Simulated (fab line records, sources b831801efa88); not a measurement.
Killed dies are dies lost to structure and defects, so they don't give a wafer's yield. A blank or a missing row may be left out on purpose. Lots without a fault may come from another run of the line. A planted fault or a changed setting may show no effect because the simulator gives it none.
A struck lot beside a sound one | flow sfq_line | 42 steps out of a route of 325
Sound: wafers L892.1, L892.2, L892.3. Struck: wafers L879.4, L879.5, L879.6. The cause comes at the end.
At each step with rows: each side's tool, then ch and its chambers, then its first start. Under that, the readings that differ: sound wafers | struck wafers | difference of the means | sigmas: that difference in standard deviations of wafers without a fault.
alike: readings whose means differ by less than 2 such deviations, and words and numbers that are the same on both sides. not compared: withheld readings, readings that some wafer has no value for, bounds like >300 that may hide the same value, and numbers for which the record gives no deviation and whose values overlap.
The two part at a step that has a row with sigmas, a row that says differs or no value, or rows on one side only. Numbers that don't overlap but have no deviation are shown without sigmas and don't part them. A reading that every wafer of one side lacks parts them only if that side has two wafers or more.

SFQ_INCOMING_BOW_MEAS_900:
  sound on film_metro-02, day 5 04:00; struck on film_metro-03, day 2 11:04
  alike: INCOMING_BOW
then, 2 steps without rows for these wafers: SFQ_TRILAYER_INCOMING_OXIDATION_002 (target thk 500 nm, ox time 4939 s); SFQ_TRILAYER_L0_DEP_SPUTTER_003 (material MoNx KI, target thk 40 nm, time 100 s).
SFQ_L0_RS_MEAS_901: measures by four-point-probe.
  sound on film_metro-02, day 5 06:34; struck on film_metro-04, day 2 13:37
  alike: L0_MONX_KI_RS
SFQ_L0_THK_MEAS_902: measures by xrf.
  sound on film_metro-02, day 5 06:41; struck on film_metro-04, day 2 13:43
  alike: L0_MONX_KI_THK
then, 7 steps without rows for these wafers: SFQ_TRILAYER_L0_LITHO_COAT_010 (resist thk 62 nm); SFQ_TRILAYER_L0_LITHO_COAT_005 (resist thk 600 nm); SFQ_TRILAYER_L0_LITHO_SOFTBAKE_009; SFQ_TRILAYER_L0_LITHO_EXPOSE_006 (exposes mask L0, target cd 2000 nm); SFQ_TRILAYER_L0_LITHO_PEB_008 (peb time 60 s); SFQ_TRILAYER_L0_LITHO_DEVELOP_007 (time 60 s); SFQ_TRILAYER_L0_BARC_OPEN_METAL_ETCH_010 (etches BARC in O2, target depth 125 nm, time 41.7 s).
-- the record jumps here: 3 days lie between the struck wafers' starts before and after --
SFQ_TRILAYER_L0_ETCH_METAL_ETCH_008: etches MoNx KI in SF6/O2, stops on SiO2, target depth 50 nm, time 25 s.
  sound on rie_metal-04 ch 0,1, day 8 02:15; struck on rie_metal-02 ch 0,1, day 5 14:01
  no value came back on the struck wafers for bias_w (W), chamber_pressure_mTorr (mTorr), drypump_motor_current_A (A), oes_product_au (a.u.); on the sound wafers bias_w (W) reads 79.84 79.71 79.76
  reading                                             | sound             | struck          | difference | sigmas
  model.KrF_of_TRILAYER_L0_LITHO_COAT_005.thk_nm (nm) | 483.2 481.3 481.4 | 522.4 523.5 524 | +41.3      |
  not compared: rf_hours_counter_h
then, 2 steps without rows for these wafers: SFQ_TRILAYER_L0_STRIP_STRIP_009 (strips in O2); SFQ_TRILAYER_L0_STRIP_SOLV_CLEAN_010 (cleans in NMP, time 600 s).
SFQ_TRILAYER_L0_CAP_PECVD_011: deposits SiO2 from SiH4/N2O, time 13.333 s, target thk 60 nm.
  sound on pecvd-04 ch 0,1,2, day 8 03:04; struck on pecvd-02 ch 0,2, day 5 14:50
  reading                | sound          | struck         | difference                    | sigmas
  since_wet_clean_h (h)  | 332 332 332    | - - -          | no value on the struck wafers |
  throttle_valve_pct (%) | 23.0 22.8 23.4 | 26.0 24.9 25.7 | +2.5                          | +2
  alike: heater_power_outer_w, heater_power_w
then, 6 steps without rows for these wafers: SFQ_TRILAYER_L0_VIA_LITHO_COAT_018 (resist thk 62 nm); SFQ_TRILAYER_L0_VIA_LITHO_COAT_013 (resist thk 650 nm); SFQ_TRILAYER_L0_VIA_LITHO_SOFTBAKE_017; SFQ_TRILAYER_L0_VIA_LITHO_EXPOSE_014 (exposes mask L0V, target cd 700 nm); SFQ_TRILAYER_L0_VIA_LITHO_PEB_016 (peb time 60 s); SFQ_TRILAYER_L0_VIA_LITHO_DEVELOP_015 (time 60 s).
-- the record jumps here: 3 days lie between the struck wafers' starts before and after --
SFQ_L0V_OVL_MEAS_903:
  sound on overlay-01, day 12 09:23; struck on overlay-01, day 8 09:25
  alike: L0V_OVL
SFQ_TRILAYER_L0_VIA_BARC_OPEN_VIA_ETCH_021: etches BARC in O2, target depth 125 nm, time 41.7 s.
  sound on rie_diel-02 ch 1,2,3, day 12 09:26; struck on rie_diel-02 ch 0,1,3, day 8 09:27
  reading                | sound   | struck | difference                    | sigmas
  rf_hours_counter_h (h) | 36 1 88 | - - -  | no value on the struck wafers |
  alike: bias_w, chamber_pressure_mTorr, drypump_motor_current_A, oes_product_au
then, 1 step without rows for these wafers: SFQ_TRILAYER_L0_VIA_ETCH_VIA_ETCH_016 (etches SiO2 in CHF3, stops on MoNx KI, target depth 80 nm).
SFQ_TRILAYER_L0_VIA_STRIP_STRIP_017: strips in O2.
  sound on rie_metal-01 ch 0,1, day 12 09:31; struck on rie_metal-01 ch 0,1, day 8 09:43
  alike: drypump_motor_current_A, oes_product_au
  not compared: rf_hours_counter_h
then, 2 steps without rows for these wafers: SFQ_TRILAYER_L0_VIA_STRIP_SOLV_CLEAN_018 (cleans in NMP, time 600 s); SFQ_TRILAYER_M0_DEP_PRE_CLEAN_020 (time 15 s).
SFQ_TRILAYER_M0_DEP_SPUTTER_019: material Nb, target thk 200 nm, time 133.3 s.
  sound on pvd_sputter-06, day 12 10:20; struck on pvd_sputter-06, day 8 10:19
  alike: substrate_temp_c, throttle_valve_pct
SFQ_M0_RS_MEAS_904: measures by four-point-probe.
  sound on film_metro-01, day 12 10:25; struck on film_metro-01, day 8 10:28
  alike: M0_NB_RS
then, 6 steps without rows for these wafers: SFQ_TRILAYER_M0_LITHO_COAT_026 (resist thk 62 nm); SFQ_TRILAYER_M0_LITHO_COAT_021 (resist thk 600 nm); SFQ_TRILAYER_M0_LITHO_SOFTBAKE_025; SFQ_TRILAYER_M0_LITHO_EXPOSE_022 (exposes mask M0, target cd 500 nm); SFQ_TRILAYER_M0_LITHO_PEB_024 (peb time 60 s); SFQ_TRILAYER_M0_LITHO_DEVELOP_023 (time 60 s).
-- the record jumps here: 5 days lie between the struck wafers' starts before and after --
SFQ_M0_OVL_MEAS_906:
  sound on overlay-02, day 17 13:59; struck on overlay-01, day 12 22:37
  alike: M0_OVL
then, 2 steps without rows for these wafers: SFQ_TRILAYER_M0_BARC_OPEN_METAL_ETCH_031 (etches BARC in O2, target depth 125 nm, time 41.7 s); SFQ_TRILAYER_M0_ETCH_METAL_ETCH_024 (etches Nb in Cl2/Ar, stops on SiO2, target depth 240 nm, time 120 s).
SFQ_TRILAYER_M0_STRIP_STRIP_025: strips in O2.
  sound on rie_metal-04 ch 0,1, day 17 14:13; struck on rie_metal-03 ch 0,1, day 12 23:01
  alike: drypump_motor_current_A, oes_product_au
  not compared: rf_hours_counter_h
then, 1 step without rows for these wafers: SFQ_TRILAYER_M0_STRIP_SOLV_CLEAN_026 (cleans in NMP, time 600 s).
-- the record jumps here: 76 days lie between the struck wafers' starts before and after --
SFQ_M8_BOW_MEAS_951:
  sound on film_metro-01, day 91 16:08; struck on film_metro-04, day 88 20:16
  reading                       | sound    | struck | difference | sigmas
  model.etest.l0.comb_log10_ohm | 12 12 12 | 0 0 0  | -12        |
  alike: M8_BOW

WHERE THEY PART
First at SFQ_TRILAYER_L0_ETCH_METAL_ETCH_008; last, within this record, at SFQ_TRILAYER_L0_VIA_BARC_OPEN_VIA_ETCH_021. Later steps at which nothing parts them and some readings are alike: SFQ_TRILAYER_L0_VIA_STRIP_STRIP_017, SFQ_TRILAYER_M0_DEP_SPUTTER_019, SFQ_M0_RS_MEAS_904, SFQ_M0_OVL_MEAS_906, SFQ_TRILAYER_M0_STRIP_STRIP_025, SFQ_M8_BOW_MEAS_951.

WHY: what the simulator had put in
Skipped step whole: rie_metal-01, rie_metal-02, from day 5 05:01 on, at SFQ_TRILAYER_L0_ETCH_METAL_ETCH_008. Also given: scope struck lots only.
